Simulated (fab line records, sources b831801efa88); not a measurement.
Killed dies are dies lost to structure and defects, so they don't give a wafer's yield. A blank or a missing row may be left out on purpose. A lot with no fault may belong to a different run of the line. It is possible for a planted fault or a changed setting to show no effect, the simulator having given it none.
A struck lot beside a sound one | flow sky130 | 15 steps out of a route of 708
Sound: the wafers L827.2, L827.4, L827.5. Wafers struck: L835.1, L835.2, L835.5. The cause is given at the end.
Order at every step that has rows: each side's tool, ch and its chambers, its first start. Under that, the readings that differ: sound wafers | struck wafers | difference of the means | sigmas: that difference in standard deviations of wafers without a fault.
alike: a reading whose means differ by less than 2 such deviations, as well as words and numbers matching on both sides. not compared: withheld readings; readings where some wafer has no value; bounds like >300 that might hide an equal value; numbers whose values overlap and for which the record gives no deviation.
Wherever a step has rows on one side only, a row that says differs or no value, or a row with sigmas, the two part there. When numbers do not overlap yet have no deviation, they are printed without sigmas and do not part them. Lack of a reading on every wafer of one side parts them only where that side has two or more wafers.

first, 1 step without rows for these wafers: SKY_PWDE_IMPLANT_08.
SKY_PWDE_STRIP_09: strips in O2/N2.
  sound on plasma-asher-02 ch 0,1, day 5 00:10; struck on plasma-asher-04 ch 0,1, day 6 21:07
  reading                      | sound             | struck            | difference | sigmas
  strip-time-to-endpoint-s (s) | 37.01 37.04 36.98 | 36.70 36.69 36.72 | -0.31      | -3
  alike: drypump-motor-current-A, oes-product-au
  not compared: rf-hours-counter-h
SKY_PWDE_TW_MEAS_10:
  sound on film-metro-03, day 5 00:17; struck on film-metro-03, day 6 21:13
  alike: PWDE_TW
then, 7 steps without rows for these wafers: SKY_NWELL_DEHYDRATE_03 (time 60 s); SKY_NWELL_HMDS_04 (prime time 60 s); SKY_NWELL_COAT_05 (resist thk 3000 nm); SKY_NWELL_SOFTBAKE_06; SKY_NWELL_EXPOSE_07 (exposes mask NWM, target cd 840 nm); SKY_NWELL_PEB_08; SKY_NWELL_DEVELOP_09 (develop time 60 s).
SKY_NWELL_OVL_MEAS_10:
  sound on overlay-01, day 5 17:59; struck on overlay-02, day 7 16:53
  alike: NWELL_00_OVL
following that, these wafers have no rows for 1 step: SKY_NWELL_IMPLANT_11.
SKY_NWELL_IMPLANT_12:
  sound on implanter-02 ch 0, day 5 18:11; struck on implanter-04 ch 0, day 7 17:05
  reading                  | sound                | struck               | difference | sigmas
  beam-energy-keV          | 120.00 119.94 119.97 | 141.10 141.11 141.15 | +21.15     | +99 or more
  model.implant.rp-nm (nm) | 149.9 149.9 149.9    | 178.9 178.9 178.9    | +29.0      |
  alike: end-station-pressure-torr
following that, these wafers have no rows for 1 step: SKY_NWELL_IMPLANT_13.
-- the record jumps here: 41 days lie between the struck wafers' starts before and after (it left off in module NWELL and takes up again in module PAD_OPEN, whose first step shown is number 708 of the route) --
SKY_PAD_OPEN_PROBE_99:
  sound on prober-02, day 47 00:22; struck on prober-02, day 48 23:58
  reading                                   | sound                   | struck                  | difference | sigmas
  model.etest.pfet-g5v0d10v5.r-on-ohm-um    | 4725 4692 4771          | 4648 4538 4617          | -128       |
  model.etest.pfet_01v8_lvt.drive-ua-um     | 173.5 174.8 176.2       | 184 183.9 183.7         | +9         |
  model.etest.pfet-g5v0d10v5.off-log10-a-um | -12.52 -12.27 -12.67    | -11.51 -10.81 -11.59    | +1.18      |
  model.etest.pfet_01v8_lvt.off-log10-a-um  | -8.979 -8.884 -8.893    | -8.051 -8.23 -7.916     | +0.853     |
  model.etest.pfet-g5v0d10v5.vt-sat-v (V)   | -0.6377 -0.629 -0.6444  | -0.5383 -0.4867 -0.5464 | +0.1132    |
  model.etest.pfet_16v.vt-v (V)             | -1.097 -1.1 -1.107      | -1.002 -1.002 -1        | +0.100     |
  model.etest.pfet-g5v0d10v5.vt-v (V)       | -0.8276 -0.8188 -0.8357 | -0.749 -0.6978 -0.7494  | +0.095     |
  model.etest.pfet-g5v0d10v5.vt-long-v (V)  | -0.9262 -0.9328 -0.9303 | -0.8447 -0.8424 -0.8435 | +0.0862    |
  alike: killed_at_M0_to_M3, killed_at_M4_up, killed-at-contacts, killed-at-front-end, killed-at-other, killed-dies, killed-on-rim, killed-open, killed-short

== WHERE THEY PART ==
Last at SKY_NWELL_IMPLANT_12 as far as this record goes, first at SKY_PWDE_STRIP_09. Later steps at which nothing parts them and some readings are alike: SKY_PAD_OPEN_PROBE_99.

WHY: the cause the simulator had injected
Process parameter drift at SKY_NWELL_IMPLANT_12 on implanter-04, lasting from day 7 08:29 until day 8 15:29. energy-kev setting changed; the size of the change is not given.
